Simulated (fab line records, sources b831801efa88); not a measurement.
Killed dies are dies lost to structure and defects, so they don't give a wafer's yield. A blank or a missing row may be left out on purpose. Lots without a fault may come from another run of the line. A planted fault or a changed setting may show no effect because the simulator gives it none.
Chamber matching | flow gf180mcu | GF_V4_CMP_04 on cmp-02: 4 sister chambers
The step polishes SiO2. 4 wafers are shown with their chamber, then 10 later ones without.

WAFERS WITH THEIR CHAMBER
wafer  | chamber | motor_current_A (A)
L083.6 | 0       | 14.3
L085.2 | 3       | 12.5
L087.1 | 2       | 11.9
L087.3 | 1       | 12.4

WAFERS WITHOUT THEIR CHAMBER
wafer  | motor_current_A (A)
L087.4 | 13.8
L091.3 | 13.1
L091.4 | 13.6
L091.6 | 12.9
L094.1 | 14.3
L094.2 | 12.6
L094.5 | 12.1
L096.2 | 12.3
L096.3 | 12.6
L096.4 | 13.4

WHICH CHAMBER EACH WENT THROUGH
wafer  | from the rows above               | in truth
L087.4 | can't be placed: 0 or 3 or 1      | 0
L091.3 | can't be placed: 3 or 1 or 2 or 0 | 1
L091.4 | can't be placed: 0 or 3 or 1      | 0
L091.6 | can't be placed: 3 or 1 or 2      | 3
L094.1 | 0                                 | 0
L094.2 | can't be placed: 3 or 1 or 2      | 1
L094.5 | can't be placed: 2 or 1 or 3      | 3
L096.2 | can't be placed: 1 or 3 or 2      | 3
L096.3 | can't be placed: 3 or 1 or 2      | 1
L096.4 | can't be placed: 0 or 3 or 1 or 2 | 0
Placed correctly: 1 of 10. Can't be placed from these rows: 9 (the true chamber is among the candidates in 9). Placed wrongly: 0.
How it was worked out, from the rows above alone: a wafer's distance from a chamber is the root of the sum, over the readings, of the square of ((its reading less the chamber's mean) divided by the reading's scatter). The wafer belongs to the nearest chamber; if the next one is less than 2 further off, it can't be placed. A chamber's mean is the mean of its shown wafers. The scatter: with one shown wafer a chamber, the root of the mean of the squares of how far each hidden wafer lies from its nearest shown one.
